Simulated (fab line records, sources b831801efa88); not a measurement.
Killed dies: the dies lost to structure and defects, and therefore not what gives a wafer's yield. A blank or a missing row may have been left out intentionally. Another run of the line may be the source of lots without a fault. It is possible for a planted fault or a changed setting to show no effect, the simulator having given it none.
Chamber matching || flow sky130 || rie_diel-04 running SKY_METAL4_ETCH_17: 4 sister chambers
The step etches SiO2 in C4F8/O2/Ar, stops on TiN, time 3.9 s, target depth 15 nm. 4 wafers are shown with their chamber, then 12 later ones without.

== WAFERS PAIRED WITH THEIR CHAMBERS ==
{"wafer": "L083.5", "chamber": 0, "bias_w (W)": 1197}
{"wafer": "L090.2", "chamber": 3, "bias_w (W)": 1196}
{"wafer": "L090.3", "chamber": 1, "bias_w (W)": 1200}
{"wafer": "L090.5", "chamber": 2, "bias_w (W)": 1199}

== WAFERS WITHOUT THEIR CHAMBER ==
{"wafer": "L092.2", "bias_w (W)": 1200}
{"wafer": "L092.4", "bias_w (W)": 1201}
{"wafer": "L092.6", "bias_w (W)": 1202}
{"wafer": "L093.2", "bias_w (W)": 1206}
{"wafer": "L093.3", "bias_w (W)": 1204}
{"wafer": "L093.4", "bias_w (W)": 1203}
{"wafer": "L094.1", "bias_w (W)": 1202}
{"wafer": "L094.3", "bias_w (W)": 1206}
{"wafer": "L094.5", "bias_w (W)": 1199}
{"wafer": "L096.2", "bias_w (W)": 1206}
{"wafer": "L096.3", "bias_w (W)": 1204}
{"wafer": "L096.4", "bias_w (W)": 1202}

== EACH ONE'S CHAMBER ==
{"wafer": "L092.2", "from the rows above": "can't be placed: 1 or 2 or 0 or 3", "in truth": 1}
{"wafer": "L092.4", "from the rows above": "can't be placed: 1 or 2 or 0 or 3", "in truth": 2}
{"wafer": "L092.6", "from the rows above": "can't be placed: 1 or 2 or 0 or 3", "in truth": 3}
{"wafer": "L093.2", "from the rows above": "can't be placed: 1 or 2 or 0 or 3", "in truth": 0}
{"wafer": "L093.3", "from the rows above": "can't be placed: 1 or 2 or 0 or 3", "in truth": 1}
{"wafer": "L093.4", "from the rows above": "can't be placed: 1 or 2 or 0 or 3", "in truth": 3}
{"wafer": "L094.1", "from the rows above": "can't be placed: 1 or 2 or 0 or 3", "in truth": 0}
{"wafer": "L094.3", "from the rows above": "can't be placed: 1 or 2 or 0 or 3", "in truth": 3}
{"wafer": "L094.5", "from the rows above": "can't be placed: 2 or 1 or 0 or 3", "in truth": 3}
{"wafer": "L096.2", "from the rows above": "can't be placed: 1 or 2 or 0 or 3", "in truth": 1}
{"wafer": "L096.3", "from the rows above": "can't be placed: 1 or 2 or 0 or 3", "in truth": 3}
{"wafer": "L096.4", "from the rows above": "can't be placed: 1 or 2 or 0 or 3", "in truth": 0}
Correctly placed: 0 of 12. Cannot be placed on the basis of these rows: 12; the candidates contain the true chamber in 12. Number placed wrongly: 0.
How it was worked out, from the rows above alone: a wafer's distance from a chamber is the root of the sum, over the readings, of the square of ((its reading less the chamber's mean) divided by the reading's scatter). The wafer belongs to the nearest chamber; if the next one is less than 2 further off, it can't be placed. For every chamber, the mean is computed from those of its wafers that are shown. The scatter (one wafer shown for each chamber): square how far every hidden wafer sits from the nearest shown wafer, average those squares and take the square root.
